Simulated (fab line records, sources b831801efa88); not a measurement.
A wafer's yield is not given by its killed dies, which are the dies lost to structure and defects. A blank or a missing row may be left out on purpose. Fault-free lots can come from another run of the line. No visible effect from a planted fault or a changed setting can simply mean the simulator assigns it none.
Which tool did it? + flow sfq-line + 42 wafers from 14 lots sampled at 2 of the route's 325 steps

## WHAT EACH GAUGE READ, for each wafer
SFQ_I4_BOW_MEAS_927. Usual: I4_BOW gives 4 um (standard deviation 9.3).
| lot  | measured     | on            | I4_BOW (um) | flag |
|------|--------------|---------------|-------------|------|
| L853 | day 45 00:15 | film-metro-02 | 3 18 10     |      |
| L858 | day 51 12:07 | film-metro-01 | 10 9 -1     |      |
| L859 | day 51 13:36 | film-metro-02 | 3 14 10     |      |
| L860 | day 52 00:45 | film-metro-01 | 8 9 0       |      |
| L861 | day 53 07:13 | film-metro-02 | 1 11 19     |      |
| L863 | day 54 09:49 | film-metro-03 | 9 3 7       |      |
| L866 | day 55 15:56 | film-metro-02 | 8 15 14     |      |
| L867 | day 56 07:31 | film-metro-01 | -9 -10 -19  |      |
| L869 | day 56 13:41 | film-metro-03 | 10 18 17    |      |
| L870 | day 57 11:09 | film-metro-03 | 12 13 18    |      |
| L871 | day 57 20:08 | film-metro-03 | 14 5 0      |      |
| L873 | day 58 00:55 | film-metro-01 | -8 7 12     |      |
| L874 | day 58 12:34 | film-metro-02 | -3 0 3      |      |
| L876 | day 58 23:47 | film-metro-03 | 4 0 -1      |      |

SFQ_R5_RS_MEAS_933: measures by four-point-probe. Usual: R5_MONX_RS gives 7.06 ohm/sq (standard deviation 0.067).
| lot  | measured     | on            | R5_MONX_RS (ohm/sq) | flag |
|------|--------------|---------------|---------------------|------|
| L853 | day 51 07:40 | film-metro-03 | 7.06 7.06 6.95      |      |
| L858 | day 52 17:27 | film-metro-02 | 7.05 7.01 7.02      |      |
| L859 | day 52 21:37 | film-metro-04 | 7.06 7.03 7.01      |      |
| L860 | day 53 06:40 | film-metro-03 | 7.03 6.99 7.01      |      |
| L861 | day 54 07:03 | film-metro-04 | 7.05 7.09 7.15      |      |
| L863 | day 55 07:59 | film-metro-03 | 7.04 7.02 7.04      |      |
| L866 | day 56 10:30 | film-metro-03 | 7.09 7.07 7.04      |      |
| L867 | day 57 05:12 | film-metro-04 | 7.09 7.15 7.03      |      |
| L869 | day 57 11:12 | film-metro-04 | 7.17 7.18 7.13      |      |
| L870 | day 58 13:22 | film-metro-03 | 7.07 7.01 7.01      |      |
| L871 | day 58 16:20 | film-metro-02 | 6.97 7.03 6.99      |      |
| L873 | day 61 06:34 | film-metro-03 | 7.09 7.10 7.06      |      |
| L874 | day 64 15:02 | film-metro-04 | 7.14 7.15 7.14      |      |
| L876 | day 65 10:46 | film-metro-03 | 7.09 7.04 7.05      |      |

## WHAT TOOL EACH LOT RAN ON (gives the tool, then ch and the chambers of the sampled wafers, and finally the start)
The record holds no process step before these readings.

## WHAT THE TOOLS THEMSELVES READ (means of the sampled wafers that have a number; where no wafer has one, the mark that the record gives instead)
The record holds no such reading with a usual standard deviation.

## THE ANSWER, worked out from the rows above alone
Rule: a lot counts as off when the mean over its wafers that have a number is more than 3 standard deviations away from the usual mean. Also off: a lot with no number at a reading for which 4 or more lots have one. All remaining lots with rows at the step are treated as sound. After the gauges, taken in route order, come the tools' own readings; for these a lot's mean is taken, as printed above. At the first step where some lot is off, the reading lying furthest off is the one used; lots without a number count as furthest.
Across all readings shown, no lot is off: no conclusion can be drawn from this.

## WHAT WAS PUT IN BY THE SIMULATOR
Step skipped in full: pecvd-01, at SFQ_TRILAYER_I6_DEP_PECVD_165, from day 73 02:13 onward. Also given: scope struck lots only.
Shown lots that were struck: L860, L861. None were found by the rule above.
